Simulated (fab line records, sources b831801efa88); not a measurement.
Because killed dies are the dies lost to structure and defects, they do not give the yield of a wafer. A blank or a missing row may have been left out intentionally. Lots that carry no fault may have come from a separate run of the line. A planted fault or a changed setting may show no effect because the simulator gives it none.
Tool commonality check -- flow gf180mcu -- 13 lots, 39 wafers sampled

WHAT PROMPTED THE OPENING
GF_MIM_THK_MEAS_06, reading MIM_CVD_05_THK: flagged on 2 of 13 lots. No-fault wafers: 42.1 nm, standard deviation 0.61.
Rule: flag the lot when none of its wafers has a number, or when each of its wafers that has one lies beyond 4 standard deviations from that mean. All remaining lots are regarded as sound.

lot,measured,on,"MIM_CVD_05_THK (nm), wafer by wafer",flag
L265,day 24 15:34,filmMetro-04,41.2 41.8 42.0,
L267,day 25 08:59,filmMetro-04,41.9 42.3 42.3,
L268,day 25 15:38,filmMetro-04,41.1 41.5 41.8,
L269,day 26 09:43,filmMetro-02,41.7 41.3 41.7,
L270,day 26 22:43,filmMetro-04,41.3 42.4 42.8,
L271,day 27 01:43,filmMetro-01,41.2 42.3 42.5,
L272,day 27 05:34,filmMetro-02,76.5 77.8 78.0,FLAGGED
L273,day 27 10:01,filmMetro-01,41.3 41.8 41.4,
L276,day 28 08:29,filmMetro-04,76.6 78.0 78.0,FLAGGED
L282,day 30 12:22,filmMetro-02,42.6 42.5 42.8,
L283,day 30 13:42,filmMetro-01,41.4 41.8 42.2,
L285,day 30 22:53,filmMetro-01,42.3 41.9 42.8,
L286,day 31 07:55,filmMetro-04,41.7 42.2 41.8,
The mean of the flagged lots' numbers is 77.5 nm, +35.4 nm from the usual (+58 standard deviations).

WHICH TOOL EACH LOT WENT THROUGH
The record holds 3 process steps before the reading, out of a route of 602 steps. Read each cell as the tool, then ch plus the chambers that the sampled wafers visited, then the start.
lot,flag,GF_V3_CMP_26,GF_M4_SPUTTER_00,GF_MIM_CVD_05
L265,,"cmp-02 ch 0,3, day 22 13:46","pvdSputter-01, day 22 14:01","pecvd-04 ch 1,2, day 24 15:31"
L267,,"cmp-01 ch 0,1, day 23 08:37","pvdSputter-04, day 23 08:52","pecvd-03 ch 0,1, day 25 08:55"
L268,,"cmp-02 ch 0,2, day 23 17:08","pvdSputter-04, day 23 17:23","pecvd-03 ch 0,1, day 25 15:37"
L269,,"cmp-01 ch 2,3, day 24 12:05","pvdSputter-04, day 24 12:23","pecvd-03 ch 0,2, day 26 09:28"
L270,,"cmp-01 ch 1,2,3, day 25 02:29","pvdSputter-01, day 25 02:47","pecvd-04 ch 0,1,2, day 26 22:40"
L271,,"cmp-02 ch 0,1, day 25 05:11","pvdSputter-04, day 25 05:29","pecvd-04 ch 1,2, day 27 01:40"
L272,FLAGGED,"cmp-02 ch 0,1,3, day 25 09:08","pvdSputter-03, day 25 09:17","pecvd-04 ch 1,2, day 27 05:31"
L273,,"cmp-01 ch 1,2,3, day 25 13:22","pvdSputter-03, day 25 13:37","pecvd-03 ch 0,1,2, day 27 09:58"
L276,FLAGGED,"cmp-02 ch 1,2,3, day 26 13:16","pvdSputter-04, day 26 13:34","pecvd-04 ch 0,1, day 28 08:26"
L282,,"cmp-01 ch 0,3, day 28 19:26","pvdSputter-01, day 28 19:41","pecvd-02 ch 0,1, day 30 12:20"
L283,,"cmp-01 ch 0,1,2, day 28 20:41","pvdSputter-01, day 28 20:56","pecvd-03 ch 0,2, day 30 13:40"
L285,,"cmp-02 ch 1,2, day 29 06:33","pvdSputter-04, day 29 06:51","pecvd-02 ch 0,1, day 30 22:51"
L286,,"cmp-02 ch 0,1, day 29 15:05","pvdSputter-03, day 29 15:20","pecvd-04 ch 1,2, day 31 07:51"
What the steps here do:
- GF_V3_CMP_26: polishes, stops on SiO2, t overpolish 15 s, target thk 0 nm.
- GF_M4_SPUTTER_00: material Ti, target thk 37.5 nm, time 150 s.
- GF_MIM_CVD_05: deposits Si3N4, target thk 42 nm, time 29.086 s.
- GF_MIM_THK_MEAS_06

FLAGGED AGAINST TOTAL, ONE TOOL AT A TIME (gauges that did the reading follow at the end)
step,tool,lots run,flagged,share of the flagged lots,sound lots run after its first flagged lot
GF_V3_CMP_26,cmp-01,6,0,none,-
GF_V3_CMP_26,cmp-02,7,2,all,"2 (L285,L286)"
GF_M4_SPUTTER_00,pvdSputter-01,4,0,none,-
GF_M4_SPUTTER_00,pvdSputter-03,3,1,some,"2 (L273,L286)"
GF_M4_SPUTTER_00,pvdSputter-04,6,1,some,1 (L285)
GF_MIM_CVD_05,pecvd-02,2,0,none,-
GF_MIM_CVD_05,pecvd-03,5,0,none,-
GF_MIM_CVD_05,pecvd-04,6,2,all,1 (L286)
GF_MIM_THK_MEAS_06,filmMetro-01,4,0,none,-
GF_MIM_THK_MEAS_06,filmMetro-02,3,1,some,1 (L282)
GF_MIM_THK_MEAS_06,filmMetro-04,6,1,some,1 (L286)

WHAT THE TABLE PERMITS
Table rows that saw every flagged lot: 2, namely cmp-02 at GF_V3_CMP_26 and pecvd-04 at GF_MIM_CVD_05.
- cmp-02 at GF_V3_CMP_26 ran 7 lots, 2 of them flagged. Sound lots followed the first flagged one (L285, L286) on it, something a lasting fault affecting the whole tool could not allow.
- pecvd-04 at GF_MIM_CVD_05 ran 6 lots, 2 of them flagged. Sound lots followed the first flagged one (L286) on it, something a lasting fault affecting the whole tool could not allow.
There is no row in the table that ran each flagged lot and no sound lot after the first.

WHAT WAS PUT IN BY THE SIMULATOR
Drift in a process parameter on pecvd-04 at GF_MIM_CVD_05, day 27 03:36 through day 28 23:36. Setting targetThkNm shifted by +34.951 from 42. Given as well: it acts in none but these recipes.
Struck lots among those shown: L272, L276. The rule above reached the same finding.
